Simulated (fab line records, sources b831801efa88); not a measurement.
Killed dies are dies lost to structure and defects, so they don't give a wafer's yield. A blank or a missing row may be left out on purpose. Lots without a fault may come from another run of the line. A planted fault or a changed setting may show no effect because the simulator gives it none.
One fault seen from 2 desks | flow sfq_line | each desk has only its own numbers; what lay behind them comes last

THE METROLOGY DESK
What the gauges read, lot by lot, whatever tool the lot ran on: means of the sampled wafers that have a number. A lot is out of limits, marked OUT, if its mean lies more than 4 standard deviations from the usual mean; the brackets give that distance.
Columns: A = I0_BOW at SFQ_I0_BOW_MEAS_907, usual 1 um; B = I0_OVL at SFQ_I0_OVL_MEAS_908, usual -1 nm
lot  | first seen here | A  | B
L277 | day 11 21:29    | -9 | 1
L280 | day 12 20:56    | -3 | -6
L287 | day 15 01:19    | -1 | -3
L290 | day 16 10:32    | 10 | -5
L298 | day 19 22:05    | 4  | -4
L299 | day 20 06:36    | 0  | -5
This desk's finding: nothing out of limits on any of the 6 lots.

THE TOOL OWNER'S DESK: rie_diel-03
The tool's own readings at SFQ_TRILAYER_I0_VIA_BARC_OPEN_VIA_ETCH_046 (etches BARC in O2, target depth 125 nm, time 41.7 s): means of the sampled wafers that have a number, for each lot that ran on this tool. A lot is out of limits, marked OUT, if its mean lies more than 4 standard deviations from the usual mean; the brackets give that distance.
Columns: A = drypump_motor_current_A at SFQ_TRILAYER_I0_VIA_BARC_OPEN_VIA_ETCH_046, usual 5.6 A; B = oes_product_au at SFQ_TRILAYER_I0_VIA_BARC_OPEN_VIA_ETCH_046, usual 0.686 a.u.
lot  | first seen here | A   | B
L280 | day 18 05:49    | 5.7 | 0.686
L287 | day 20 21:46    | 5.4 | 0.680
L290 | day 22 02:34    | 5.2 | 0.686
This desk's finding: nothing out of limits on any of the 3 lots.

PUT TOGETHER
The metrology desk saw nothing out of limits.
The tool owner's desk saw nothing out of limits.

WHAT THE SIMULATOR HAD PUT IN
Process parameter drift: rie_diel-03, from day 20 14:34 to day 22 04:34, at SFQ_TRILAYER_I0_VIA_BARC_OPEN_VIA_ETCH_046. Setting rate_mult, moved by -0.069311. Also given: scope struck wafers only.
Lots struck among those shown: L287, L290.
